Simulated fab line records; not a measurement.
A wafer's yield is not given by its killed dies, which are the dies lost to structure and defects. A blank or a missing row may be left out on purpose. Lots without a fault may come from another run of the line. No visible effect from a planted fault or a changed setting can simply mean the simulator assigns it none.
fab line records | flow sky130
[record] lots = 7 | wafers = 21 | last_day = 50
route steps=708 shown METAL3@570 VIA3@573
lots that met no fault: taken from a fault-free run of the same line
start_h: start of the lot's first displayed wafer, in hours after the record's first day | wait_h: hours since the lot's step before | " identical to the entry in the row above | L1.1+2: one row covering several wafers at once | - value missing, or start not given | * or withheld: withheld | < > ~ a bound
route shown NAME@n: names a module that has steps shown in the file, with the first one's number in the route | usual: mean/standard deviation taken from wafers without a fault | same: alike in all rows | chamber/n: place in a boat | sites: the reading at each site | _std_site: standard deviation of those values | _edge_site: the outer-site mean with the inner-site mean subtracted | radius_mm: for every site, how far away it sits from the centre of the wafer | mask NAME#n: copy n | behind: the tool/chamber that last shaped the wafer | hold: reason for holding the lot/hours on hold/outcome of the hold | device: transistor that didn't switch, given as n, p or np | end of line: the tests these same wafers got at the end of their route | for a step that has no rows: nothing shown but its recipe | killed: dies that structure and defects cost at the first sort, which is not the same as the wafer's yield | map: the dies of a wafer, with x for killed, . for not killed, _ for no die there
set.NAME: the run value of the setting; set.NAME@STEP: its run value at that earlier step | model.NAME: the simulator's own value behind a step, which no gauge read
lots seen at some steps along the route; tables by step, rows by wafer
services: the hour from which a tool's chamber was out of use, counted from the record's first day as start_h (under 0 if before that day), plus the number of hours and why
[[steps]]
[step SKY_METAL3_STRIP_20]
[recipe] chemistry = post_etch_residue_remover | time_s = 1200 | temp_c = 72.5
[step SKY_METAL3_CLEAN_21]
[recipe] chemistry = IPA | time_s = 180 | temp_c = 25
[step SKY_METAL3_CLEAN_22]
[recipe] chemistry = O3/DIW | dry = n2_spin
[step SKY_VIA3_HDPCVD_00]
[recipe] material = SiO2 | target_thk_nm = 1635 | sigma_open_frac = 0.3 | time_s = 272.5 | temp_c = 400 | sih4_flow_sccm = 60 | pressure_mtorr = 6
[step SKY_VIA3_THK_MEAS_01]
[recipe] reads = SiO2_of_VIA3_HDPCVD_00
[usual] VIA3_HDPCVD_THK = 1634/21
lot.wafer | tool          | chamber | start_h | wait_h | VIA3_HDPCVD_THK[nm]
L690.4    | film_metro-01 | -       | 927.17  | 0.0    | 1678
L690.5    | "             | -       | "       | "      | 1638
L690.6    | "             | -       | "       | "      | 1633
L692.1    | film_metro-01 | -       | 945.51  | 0.1    | 1654
L692.2    | "             | -       | "       | "      | 1646
L692.4    | "             | -       | "       | "      | 1649
L700.1    | film_metro-01 | -       | 994.09  | 0.1    | 1636
L700.2    | "             | -       | "       | "      | 1624
L700.3    | "             | -       | "       | "      | 1610
L702.1    | film_metro-03 | -       | 1001.10 | 0.1    | 1640
L702.3    | "             | -       | "       | "      | 1649
L702.6    | "             | -       | "       | "      | 1657
L703.3    | film_metro-01 | -       | 1009.47 | 0.1    | 1657
L703.4    | "             | -       | "       | "      | 1644
L703.5    | "             | -       | "       | "      | 1651
L709.2    | film_metro-02 | -       | 1053.65 | 0.2    | 1645
L709.4    | "             | -       | "       | "      | 1608
L709.6    | "             | -       | "       | "      | 1629
L710.1    | film_metro-01 | -       | 1059.80 | 0.1    | 1612
L710.4    | "             | -       | "       | "      | 1637
L710.6    | "             | -       | "       | "      | 1642
[step SKY_VIA3_CMP_02]
[recipe] material = SiO2 | down_force_psi = 4 | platen_rpm = 60 | pad_velocity_m_s = 0.94248
[usual] motor_current_A = 12.1/1.8 | retaining_ring_pressure_frac = 1.000/0.0054
lot.wafer | tool   | chamber | start_h | wait_h | motor_current_A | retaining_ring_pressure_frac
L690.4    | cmp-02 | 2       | 927.25  | 0.1    | 12.8            | 1.002
L690.6    | "      | 1       | "       | "      | 9.4             | 0.999
L690.5    | "      | 2       | "       | "      | 12.4            | 1.003
L692.1    | cmp-02 | 2       | 945.62  | 0.1    | 12.5            | 1.007
L692.4    | "      | 3       | "       | "      | 14.7            | 0.998
L692.2    | "      | 0       | "       | "      | 10.6            | 0.998
L700.3    | cmp-01 | 2       | 994.15  | 0.0    | 11.4            | 1.001
L700.1    | "      | 3       | "       | "      | 13.0            | 0.996
L700.2    | "      | 1       | "       | "      | 12.1            | 0.993
L702.1    | cmp-01 | 2       | 1001.16 | 0.1    | 12.0            | 1.012
L702.3    | "      | 3       | "       | "      | 14.0            | 0.997
L702.6    | "      | 2       | "       | "      | 11.7            | 1.010
L703.3    | cmp-01 | 3       | 1009.56 | 0.1    | 12.5            | 0.999
L703.4    | "      | 1       | "       | "      | 11.7            | 0.998
L703.5    | "      | 2       | "       | "      | 11.2            | 1.002
L709.4    | cmp-02 | 1       | 1053.70 | 0.0    | 9.4             | 0.994
L709.2    | "      | 2       | "       | "      | 12.4            | 1.000
L709.6    | "      | 1       | "       | "      | 9.7             | 1.001
L710.4    | cmp-01 | 3       | 1059.99 | 0.2    | 12.7            | 0.997
L710.1    | "      | 1       | "       | "      | 11.1            | 1.012
L710.6    | "      | 3       | "       | "      | 12.7            | 0.998
[step SKY_VIA3_BOW_MEAS_03]
[recipe] mode = bow
[usual] VIA3_BOW = 79/7.8
lot.wafer | tool          | chamber | start_h | wait_h | VIA3_BOW[um]
L690.4    | film_metro-01 | -       | 927.56  | 0.3    | 74
L690.5    | "             | -       | "       | "      | 86
L690.6    | "             | -       | "       | "      | 91
L692.1    | film_metro-03 | -       | 945.87  | 0.2    | 85
L692.2    | "             | -       | "       | "      | 82
L692.4    | "             | -       | "       | "      | 85
L700.1    | film_metro-03 | -       | 994.45  | 0.2    | 83
L700.2    | "             | -       | "       | "      | 95
L700.3    | "             | -       | "       | "      | 96
L702.1    | film_metro-02 | -       | 1001.46 | 0.2    | 66
L702.3    | "             | -       | "       | "      | 75
L702.6    | "             | -       | "       | "      | 79
L703.3    | film_metro-01 | -       | 1009.85 | 0.2    | 82
L703.4    | "             | -       | "       | "      | 84
L703.5    | "             | -       | "       | "      | 80
L709.2    | film_metro-03 | -       | 1054.02 | 0.2    | 78
L709.4    | "             | -       | "       | "      | 71
L709.6    | "             | -       | "       | "      | 75
L710.1    | film_metro-03 | -       | 1060.24 | 0.1    | 75
L710.4    | "             | -       | "       | "      | 80
L710.6    | "             | -       | "       | "      | 73
[step SKY_VIA3_DEHYDRATE_04]
[recipe] temp_c = 200 | time_s = 60
[step SKY_VIA3_HMDS_05]
[recipe] prime_time_s = 60 | prime_temp_c = 120
[step SKY_VIA3_COAT_06]
[recipe] resist = BARC | temp_c = withheld | time_s = withheld | spin_rpm = 3000 | resist_thk_nm = 60
[step SKY_VIA3_COAT_07]
[recipe] resist = KrF-thick | spin_rpm = 3000 | resist_thk_nm = 450
[step SKY_VIA3_SOFTBAKE_08]
[recipe] temp_c = 100 | time_s = 90 | resist = KrF-thick
[step SKY_VIA3_EXPOSE_09]
[recipe] mask_id = VIM3 | na = 0.8 | source_shape = annular | sigma_inner = 0.55 | sigma_outer = 0.85 | target_cd_nm = 200 | dose_mj = 38
lot.wafer  | tool           | chamber | start_h | wait_h | mask   | model.VIA3.overlay_x_nm
L690.4+5+6 | krf_scanner-01 | 0       | 940.23  | -      | VIM3#0 | 2.881
L692.1+2+4 | krf_scanner-02 | 0       | 958.54  | -      | VIM3#0 | 6.439
L700.1+2+3 | krf_scanner-02 | 0       | 1006.83 | -      | VIM3#0 | -2.644
L702.1+3+6 | krf_scanner-01 | 0       | 1012.87 | -      | VIM3#0 | 16.16
L703.3+4+5 | krf_scanner-01 | 0       | 1021.54 | -      | VIM3#0 | 18.98
L709.2+4+6 | krf_scanner-02 | 0       | 1064.74 | -      | VIM3#0 | -0.4772
L710.1+4+6 | krf_scanner-01 | 0       | 1071.20 | -      | VIM3#0 | 15.45
[step SKY_VIA3_PEB_10]
[recipe] peb_temp_c = withheld | peb_time_s = withheld | resist = KrF-thick
[step SKY_VIA3_DEVELOP_11]
[recipe] develop_time_s = 60 | resist = KrF-thick | dev_temp_c = 21
[step SKY_VIA3_CD_MEAS_12]
[recipe] target_cd_nm = 200
[usual] cd_nm = 199.7/1.7
lot.wafer | tool      | chamber | start_h | wait_h | cd_nm
L690.4    | cd_sem-02 | -       | 951.66  | -      | 199.6
L690.5    | "         | -       | "       | "      | 199.3
L690.6    | "         | -       | "       | "      | 201.0
L692.1    | cd_sem-01 | -       | 970.02  | -      | 201.6
L692.2    | "         | -       | "       | "      | 202.2
L692.4    | "         | -       | "       | "      | 200.7
L700.1    | cd_sem-02 | -       | 1017.85 | -      | 196.1
L700.2    | "         | -       | "       | "      | 197.5
L700.3    | "         | -       | "       | "      | 196.2
L702.1    | cd_sem-01 | -       | 1023.55 | -      | 200.8
L702.3    | "         | -       | "       | "      | 199.4
L702.6    | "         | -       | "       | "      | 200.9
L703.3    | cd_sem-01 | -       | 1032.59 | -      | 199.7
L703.4    | "         | -       | "       | "      | 201.3
L703.5    | "         | -       | "       | "      | 200.4
L709.2    | cd_sem-01 | -       | 1075.07 | -      | 199.1
L709.4    | "         | -       | "       | "      | 198.5
L709.6    | "         | -       | "       | "      | 196.6
L710.1    | cd_sem-02 | -       | 1080.80 | -      | 197.9
L710.4    | "         | -       | "       | "      | 198.4
L710.6    | "         | -       | "       | "      | 197.7
[step SKY_VIA3_OVL_MEAS_13]
[usual] VIA3_OVL = 0/6.5
lot.wafer | tool       | chamber | start_h | wait_h | hold                     | VIA3_OVL[nm]
L690.4    | overlay-02 | -       | 951.74  | 0.1    | -                        | 4
L690.5    | "          | -       | "       | "      | -                        | 9
L690.6    | "          | -       | "       | "      | -                        | -4
L692.1    | overlay-01 | -       | 970.14  | 0.1    | -                        | 9
L692.2    | "          | -       | "       | "      | -                        | 19
L692.4    | "          | -       | "       | "      | -                        | 14
L700.1    | overlay-01 | -       | 1017.97 | 0.1    | -                        | -4
L700.2    | "          | -       | "       | "      | -                        | -9
L700.3    | "          | -       | "       | "      | -                        | -4
L702.1    | overlay-02 | -       | 1023.67 | 0.1    | await_dispo/0.2h/release | 12
L702.3    | "          | -       | "       | "      | await_dispo/0.2h/release | 10
L702.6    | "          | -       | "       | "      | await_dispo/0.2h/release | 8
L702.1    | overlay-02 | -       | 1023.88 | 0.2    | -                        | 13
L702.3    | "          | -       | "       | "      | -                        | 11
L702.6    | "          | -       | "       | "      | -                        | 5
L703.3    | overlay-02 | -       | 1032.68 | 0.1    | await_dispo/0.2h/release | 23
L703.4    | "          | -       | "       | "      | await_dispo/0.2h/release | 14
L703.5    | "          | -       | "       | "      | await_dispo/0.2h/release | 17
L703.3    | overlay-02 | -       | 1032.89 | 0.2    | -                        | 21
L703.4    | "          | -       | "       | "      | -                        | 15
L703.5    | "          | -       | "       | "      | -                        | 15
L709.2    | overlay-02 | -       | 1075.18 | 0.1    | -                        | 4
L709.4    | "          | -       | "       | "      | -                        | 0
L709.6    | "          | -       | "       | "      | -                        | 5
L710.1    | overlay-01 | -       | 1080.92 | 0.1    | await_dispo/0.2h/release | 12
L710.4    | "          | -       | "       | "      | await_dispo/0.2h/release | 19
L710.6    | "          | -       | "       | "      | await_dispo/0.2h/release | 5
L710.1    | overlay-01 | -       | 1081.13 | 0.2    | -                        | 10
L710.4    | "          | -       | "       | "      | -                        | 20
L710.6    | "          | -       | "       | "      | -                        | 6
[step SKY_VIA3_ETCH_14]
[recipe] chemistry = N2/H2 | target = BARC | ion_energy_ev = 200 | source_w = 500 | bias_w = 100 | pressure_mtorr = 30 | n2_flow_sccm = 100 | h2_flow_sccm = 200 | stop_on = SiO2 | time_s = 45.9 | target_depth_a = 600
[usual] drypump_motor_current_A = 5.6/0.48 | oes_product_au = 0.855/0.005 | throttle_valve_pct = 13.225/0.0095
lot.wafer | tool        | chamber | start_h | wait_h | hold                      | drypump_motor_current_A | oes_product_au | rf_hours_counter_h | throttle_valve_pct
L690.4    | rie_diel-02 | 2       | 951.76  | 0.0    | -                         | 6.2                     | 0.854          | 10                 | 13.229
L690.5    | "           | 3       | "       | "      | -                         | 5.7                     | 0.848          | -                  | 13.203
L690.6    | "           | 2       | "       | "      | -                         | 6.2                     | 0.846          | -                  | 13.222
L692.1    | rie_diel-01 | 3       | 970.18  | 0.0    | -                         | 6.2                     | 0.846          | 1                  | 13.233
L692.2    | "           | 0       | "       | "      | -                         | 5.6                     | 0.858          | 10                 | 13.224
L692.4    | "           | 1       | "       | "      | -                         | 5.0                     | 0.856          | 6                  | 13.217
L700.1    | rie_diel-02 | 0       | 1018.01 | 0.0    | -                         | 5.0                     | 0.858          | 11                 | 13.217
L700.2    | "           | 3       | "       | "      | -                         | 5.7                     | 0.850          | 16                 | 13.229
L700.3    | "           | 1       | "       | "      | -                         | 5.2                     | 0.855          | 9                  | 13.222
L702.1    | rie_diel-02 | 2       | 1025.77 | 1.9    | await_dispo/1.9h/release  | 6.2                     | 0.854          | 13                 | 13.223
L702.3    | "           | 0       | "       | "      | await_dispo/1.9h/release  | 5.0                     | 0.863          | 11                 | 13.219
L702.6    | "           | 2       | "       | "      | await_dispo/1.9h/release  | 6.2                     | 0.851          | -                  | 13.215
L703.3    | rie_diel-03 | 2       | 1043.79 | 10.9   | await_dispo/10.9h/release | 5.1                     | 0.851          | 14                 | 13.223
L703.4    | "           | 1       | "       | "      | await_dispo/10.9h/release | 5.5                     | 0.861          | 14                 | 13.217
L703.5    | "           | 3       | "       | "      | await_dispo/10.9h/release | 5.6                     | 0.864          | -                  | 13.218
L709.2    | rie_diel-03 | 1       | 1075.21 | 0.0    | -                         | 5.5                     | 0.849          | 16                 | 13.234
L709.4    | "           | 3       | "       | "      | -                         | 5.5                     | 0.852          | -                  | 13.215
L709.6    | "           | 2       | "       | "      | -                         | 5.1                     | 0.862          | -                  | 13.231
L710.1    | rie_diel-01 | 3       | 1083.15 | 2.0    | await_dispo/2.0h/release  | 6.2                     | 0.859          | 5                  | 13.225
L710.4    | "           | 1       | "       | "      | await_dispo/2.0h/release  | 5.0                     | 0.858          | 10                 | 13.238
L710.6    | "           | 3       | "       | "      | await_dispo/2.0h/release  | 6.2                     | 0.851          | -                  | 13.221
[[services]]
tool           | chamber | start_h | hours | kind
rie_diel-03    | 2       | 903.91  | 3.3   | repair
krf_scanner-01 | -       | 908.05  | 1.3   | pm
cmp-02         | -       | 912.29  | 4.0   | pm
krf_scanner-02 | -       | 915.02  | 0.2   | repair
cmp-01         | -       | 923.52  | 2.9   | repair
krf_scanner-02 | -       | 924.52  | 0.8   | pm
krf_scanner-01 | -       | 928.65  | 1.0   | pm
rie_diel-03    | 1       | 948.92  | 5.3   | repair
cmp-02         | -       | 951.09  | 0.5   | repair
cmp-02         | -       | 962.98  | 4.2   | repair
rie_diel-01    | -       | 963.08  | 0.8   | repair
krf_scanner-02 | -       | 967.13  | 0.9   | repair
rie_diel-03    | 3       | 971.64  | 1.4   | repair
cmp-02         | -       | 1005.00 | 1.9   | repair
cmp-01         | -       | 1017.02 | 1.7   | repair
cmp-01         | -       | 1022.14 | 8.7   | pm
krf_scanner-02 | -       | 1022.24 | 3.0   | repair
krf_scanner-01 | -       | 1042.17 | 0.8   | pm
krf_scanner-01 | -       | 1047.55 | 1.5   | pm
krf_scanner-02 | -       | 1056.40 | 1.3   | pm
cmp-01         | -       | 1057.03 | 0.6   | repair
krf_scanner-02 | -       | 1065.64 | 1.0   | pm
cmp-01         | -       | 1074.24 | 0.7   | repair
rie_diel-02    | 2       | 1078.31 | 14.8  | repair
[[key]]
[first_sign] step = SKY_VIA3_OVL_MEAS_13 | reading = visit | direction = added
[effect] step = SKY_VIA3_OVL_MEAS_13 | reading = VIA3_OVL | direction = up | sigmas = 2.1 | usual = 0 | struck = 14
[model_effect] step = SKY_VIA3_EXPOSE_09 | value = VIA3.overlay_x_nm | without = -1.242 | struck = 16.86
met_at SKY_VIA3_EXPOSE_09
struck_wafers L702.1,L702.3,L702.6,L703.3,L703.4,L703.5,L710.1,L710.4,L710.6
sort_left_out L710.1,L710.4,L710.6
onset_between 940.23 1012.87
also_fits SKY_VIA3_CMP_02:cmp-01
[fault] kind = scanner_matching_overlay | tool = krf_scanner-01 | chamber = - | onset_h = 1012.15 | steps = SKY_VIA3_EXPOSE_09 | offset = 18.106
// sort_left_out: the simulated sort isn't trusted on such a fault, so these wafers' sort isn't shown, and their yield isn't known
